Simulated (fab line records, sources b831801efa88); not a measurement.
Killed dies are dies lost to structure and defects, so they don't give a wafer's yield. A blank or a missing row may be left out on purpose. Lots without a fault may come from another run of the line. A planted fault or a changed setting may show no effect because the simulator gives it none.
One fault seen from 2 desks | flow sky130 | each desk has only its own numbers; what lay behind them comes last

THE TOOL OWNER'S DESK: rie_metal-03
The tool's own readings at SKY_LOCAL_INTERCONNECT_ETCH_13 (etches BARC in N2/H2, stops on SiO2, time 45.9 s, target depth 60 nm): means of the sampled wafers that have a number, for each lot that ran on this tool. A lot is out of limits, marked OUT, if its mean lies more than 4 standard deviations from the usual mean; the brackets give that distance.
Columns: A = drypump_motor_current_A at SKY_LOCAL_INTERCONNECT_ETCH_13, usual 5.3 A; B = oes_product_au at SKY_LOCAL_INTERCONNECT_ETCH_13, usual 0.855 a.u.; C = rf_fwd_power_W at SKY_LOCAL_INTERCONNECT_ETCH_13, usual 495.1 W; D = throttle_valve_pct at SKY_LOCAL_INTERCONNECT_ETCH_13, usual 13.225 %
lot  | first seen here | A   | B     | C     | D
L775 | day 33 22:44    | 5.6 | 0.859 | 494.9 | 13.221
L777 | day 34 20:01    | 5.4 | 0.858 | 492.6 | 13.219
L783 | day 36 15:51    | 5.4 | 0.855 | 493.6 | 13.222
L784 | day 37 02:47    | 5.5 | 0.857 | 492.5 | 13.235
This desk's finding: nothing out of limits on any of the 4 lots.

THE METROLOGY DESK
What the gauges read, lot by lot, whatever tool the lot ran on: means of the sampled wafers that have a number. A lot is out of limits, marked OUT, if its mean lies more than 4 standard deviations from the usual mean; the brackets give that distance.
Columns: A = LOCAL_INTERCONNECT_TIN_THK at SKY_LOCAL_INTERCONNECT_THK_MEAS_02, usual 101.7 nm
lot  | first seen here | A
L765 | day 30 00:55    | 100.5
L767 | day 30 09:13    | 102.8
L766 | day 30 13:43    | 100.8
L771 | day 31 12:28    | 103.8
L774 | day 32 12:17    | 102.2
L775 | day 32 19:32    | 103.8
L777 | day 33 16:44    | 102.6
L783 | day 35 13:48    | 100.8
L784 | day 36 00:11    | 99.4
L785 | day 36 05:40    | 102.3
L786 | day 36 09:55    | 101.4
L788 | day 36 15:57    | 101.2
This desk's finding: nothing out of limits on any of the 12 lots.

PUT TOGETHER
The tool owner's desk saw nothing out of limits.
The metrology desk saw nothing out of limits.

WHAT THE SIMULATOR HAD PUT IN
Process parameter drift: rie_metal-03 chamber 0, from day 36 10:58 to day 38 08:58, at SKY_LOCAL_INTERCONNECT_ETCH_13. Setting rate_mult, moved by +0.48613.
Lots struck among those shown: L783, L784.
